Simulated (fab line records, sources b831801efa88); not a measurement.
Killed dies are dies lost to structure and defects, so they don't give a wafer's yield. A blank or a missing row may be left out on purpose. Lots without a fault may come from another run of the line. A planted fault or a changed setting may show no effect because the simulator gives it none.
A struck lot beside a sound one | flow sky130 | 29 steps out of a route of 708
Sound: wafers L429.1, L429.2, L429.5. Struck: wafers L426.1, L426.3, L426.5. The cause comes at the end.
At each step with rows: each side's tool, then ch and its chambers, then its first start. Under that, the readings that differ: sound wafers | struck wafers | difference of the means | sigmas: that difference in standard deviations of wafers without a fault.
alike: readings whose means differ by less than 2 such deviations, and words and numbers that are the same on both sides. not compared: withheld readings, readings that some wafer has no value for, bounds like >300 that may hide the same value, and numbers for which the record gives no deviation and whose values overlap.
The two part at a step that has a row with sigmas, a row that says differs or no value, or rows on one side only. Numbers that don't overlap but have no deviation are shown without sigmas and don't part them. A reading that every wafer of one side lacks parts them only if that side has two wafers or more.

SKY_SD_N_OVL_MEAS_08:
  sound on overlay-01, day 34 20:01; struck on overlay-02, day 33 12:48
  alike: SD_N_OVL
then, 2 steps without rows for these wafers: SKY_SD_N_IMPLANT_09; SKY_SD_N_IMPLANT_10.
SKY_SD_N_STRIP_11: strips in O2/N2.
  sound on plasma_asher-01 ch 0,1, day 34 20:21; struck on plasma_asher-02 ch 0, day 33 13:08
  alike: drypump_motor_current_A, oes_product_au, strip_time_to_endpoint_s
  not compared: rf_hours_counter_h
SKY_SD_N_TW_MEAS_12:
  sound on film_metro-04, day 34 20:27; struck on film_metro-04, day 33 13:14
  alike: SD_N_TW
then, 1 step without rows for these wafers: SKY_SD_N_CLEAN_13 (cleans in SC1/SC2, time 150 s).
SKY_SD_N_RTA_14: time 2 s.
  sound on rtp_anneal-02 ch 0, day 34 20:34; struck on rtp_anneal-01 ch 0, day 33 13:21
  alike: lamp_power_pct, wafer_temp_C_max
SKY_SD_N_RS_MEAS_16: measures by four-point-probe.
  sound on film_metro-01, day 34 20:46; struck on film_metro-01, day 33 13:31
  alike: SD_N_RS
SKY_SD_N_RS_MEAS_17: measures by four-point-probe.
  sound on film_metro-01, day 34 20:53; struck on film_metro-01, day 33 13:38
  alike: SD_P_RS
SKY_SD_N_RS_MEAS_18: measures by four-point-probe.
  sound on film_metro-01, day 34 21:00; struck on film_metro-01, day 33 13:46
  alike: RES_XHIGH_RS
then, 1 step without rows for these wafers: SKY_SALICIDE_CLEAN_00 (cleans in HF-last, time 30 s).
SKY_LI_CONTACT_HDPCVD_00: deposits PSG, target thk 930 nm, time 155 s.
  sound on hdpcvd-02 ch 1,2, day 34 21:08; struck on hdpcvd-01 ch 1,2, day 33 13:54
SKY_LI_CONTACT_THK_MEAS_01:
  sound on film_metro-04, day 34 21:14; struck on film_metro-03, day 33 14:00
  reading                    | sound       | struck      | difference | sigmas
  LI_CONTACT_HDPCVD_THK (nm) | 981 959 955 | 836 826 833 | -133       | -13
SKY_LI_CONTACT_CMP_02: polishes PSG.
  sound on cmp-01 ch 0,3, day 34 21:18; struck on cmp-02 ch 0,1,3, day 33 14:04
  alike: motor_current_A, slurry_filter_dp_kPa, slurry_flow_ml_min, time_to_endpoint_s
SKY_LI_CONTACT_BOW_MEAS_03:
  sound on film_metro-04, day 34 21:36; struck on film_metro-04, day 33 14:22
  alike: LI_CONTACT_BOW
then, 8 steps without rows for these wafers: SKY_LI_CONTACT_DEHYDRATE_04 (time 60 s); SKY_LI_CONTACT_HMDS_05 (prime time 60 s); SKY_LI_CONTACT_COAT_06 (resist thk 60 nm); SKY_LI_CONTACT_COAT_07 (resist thk 450 nm); SKY_LI_CONTACT_SOFTBAKE_08 (time 90 s); SKY_LI_CONTACT_EXPOSE_09 (exposes mask LICM1, target cd 170 nm); SKY_LI_CONTACT_PEB_10; SKY_LI_CONTACT_DEVELOP_11 (develop time 60 s).
SKY_LI_CONTACT_CD_MEAS_12: target cd 170 nm.
  sound on cd_sem-01, day 35 23:44; struck on cd_sem-01, day 34 15:56
  alike: cd_nm
SKY_LI_CONTACT_OVL_MEAS_13:
  sound on overlay-02, day 35 23:52; struck on overlay-02, day 34 16:03
  alike: LI_CONTACT_OVL
SKY_LI_CONTACT_ETCH_14: etches BARC in N2/H2, stops on SiO2, time 45.9 s, target depth 60 nm.
  sound on rie_diel-04 ch 0,1,2, day 35 23:54; struck on rie_diel-04 ch 1,3, day 34 16:05
  alike: drypump_motor_current_A, oes_product_au, throttle_valve_pct
  not compared: rf_hours_counter_h
SKY_LI_CONTACT_ETCH_15: etches PSG in C4F8/O2/Ar, stops on Si, target depth 600 nm.
  sound on rie_diel-04 ch 0,1,2, day 35 23:56; struck on rie_diel-04 ch 1,3, day 34 16:08
  reading               | sound             | struck            | difference | sigmas
  oes_product_au (a.u.) | 0.834 0.833 0.844 | 0.732 0.733 0.734 | -0.104     | -24
SKY_LI_CONTACT_STRIP_16: strips in O2/N2.
  sound on plasma_asher-02 ch 0,1, day 36 00:01; struck on plasma_asher-02 ch 0,1, day 34 16:13
  alike: drypump_motor_current_A, oes_product_au, strip_time_to_endpoint_s
  not compared: rf_hours_counter_h
-- the record jumps here: 15 days lie between the struck wafers' starts before and after (it left off in module LI_CONTACT and takes up again in module PAD_OPEN, whose first step shown is number 708 of the route) --
SKY_PAD_OPEN_PROBE_99:
  the record has rows for the struck wafers here (prober-02, day 49 15:11) and none for the sound ones

WHERE THEY PART
First at SKY_LI_CONTACT_THK_MEAS_01; last, within this record, at SKY_PAD_OPEN_PROBE_99.

WHY: what the simulator had put in
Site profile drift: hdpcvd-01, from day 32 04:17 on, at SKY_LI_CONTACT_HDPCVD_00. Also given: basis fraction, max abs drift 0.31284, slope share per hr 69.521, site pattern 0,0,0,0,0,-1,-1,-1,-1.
